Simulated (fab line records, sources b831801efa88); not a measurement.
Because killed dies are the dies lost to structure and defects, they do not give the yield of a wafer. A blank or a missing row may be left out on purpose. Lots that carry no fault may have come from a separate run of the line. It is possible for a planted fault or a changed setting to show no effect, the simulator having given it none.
The same fault as seen by 2 desks    flow gf180mcu    only its own numbers are on each desk; what lay behind them is given at the end

## FOR THE TOOL OWNER'S DESK: lpcvd-02
The tool's own readings at GF_HV_LDD_CVD_56 (deposits Si3N4 from DCS/NH3, target thk 90 nm, time 1543 s): means of the sampled wafers that have a number, for each lot that ran on this tool. A lot is out of limits, marked OUT, if its mean lies more than 4 standard deviations from the usual mean; the brackets give that distance.
Columns: A = spike-tc-bottom-C at GF_HV_LDD_CVD_56, usual 790 C; B = spike-tc-centre-C at GF_HV_LDD_CVD_56, usual 769.8 C; C = spike-tc-lower-C at GF_HV_LDD_CVD_56, usual 770.7 C; D = spike-tc-top-C at GF_HV_LDD_CVD_56, usual 782.3 C; E = spike-tc-upper-C at GF_HV_LDD_CVD_56, usual 770.8 C; F = susceptor-temp-C at GF_HV_LDD_CVD_56, usual 769.9 C; G = zone-power-top-pct at GF_HV_LDD_CVD_56, usual 27.6 %
lot   first seen here  A               B                C                D                 E                F      G
L539  day 12 19:05     785             769.8            769.7            780.1             770.0            770.2  25.0
L541  day 13 05:49     797             768.7            771.7            781.1             770.5            769.9  26.4
L545  day 15 03:04     797             768.4            771.1            782.0             770.6            770.0  26.4
L548  day 15 20:54     786             769.4            770.4            779.3             770.1            769.8  24.9
L554  day 17 23:05     819 (+5.5) OUT  792.2 (+20) OUT  793.3 (+24) OUT  803.0 (+7.4) OUT  793.4 (+15) OUT  770.1  27.6
This desk's finding: out of limits on L554; first on L554, day 17 23:05 (spike-tc-bottom-C at GF_HV_LDD_CVD_56). L539, L541, L545, L548 stayed within limits.

## METROLOGY DESK
Lot by lot, what the gauges showed, no matter which tool ran the lot: averages of those sampled wafers that carry a number. A lot is out of limits, marked OUT, if its mean lies more than 4 standard deviations from the usual mean; the brackets give that distance.
Columns: A = HV_LDD_CVD_56_THK at GF_HV_LDD_THK_MEAS_57, usual 90.4 nm; B = V1_CVD_00_THK at GF_V1_THK_MEAS_01, usual 600 nm; C = V1_OVL at GF_V1_OVL_MEAS_15, usual 2 nm
lot   first seen here  A                B    C
L539  day 12 20:31     90.9             608  12
L541  day 13 07:14     91.2             605  6
L544  day 14 18:20     90.2             600  3
L545  day 15 04:31     91.5             601  -3
L548  day 15 22:21     91.4             597  6
L551  day 16 23:50     89.6             601  -3
L554  day 18 00:31     139.8 (+53) OUT  -    -
L555  day 18 07:37     90.6             603  -3
L556  day 18 19:01     89.9             596  7
L559  day 19 18:58     88.8             593  7
L560  day 20 02:21     89.8             602  7
L562  day 20 23:16     90.5             595  -7
This desk finds L554 out of limits, with the earliest case on L554 at day 18 00:31 (HV_LDD_CVD_56_THK at GF_HV_LDD_THK_MEAS_57). L539, L541, L544, L545, L548, L551, L555, L556, L559, L560, L562 stayed within limits.

## TAKEN TOGETHER
The tool owner's desk could have raised an alarm at day 17 23:05, on L554.
L554 would have let the metrology desk raise an alarm at day 18 00:31.
Every lot named ran GF_HV_LDD_CVD_56 on lpcvd-02.

## WHAT THE SIMULATOR PUT IN
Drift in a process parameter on lpcvd-02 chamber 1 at GF_HV_LDD_CVD_56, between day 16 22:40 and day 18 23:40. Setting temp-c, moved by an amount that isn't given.
Struck lots among those shown: L554.
Hours from the fault's start to each desk's first reading out of limits: the tool owner's desk, 24; the metrology desk, 26.
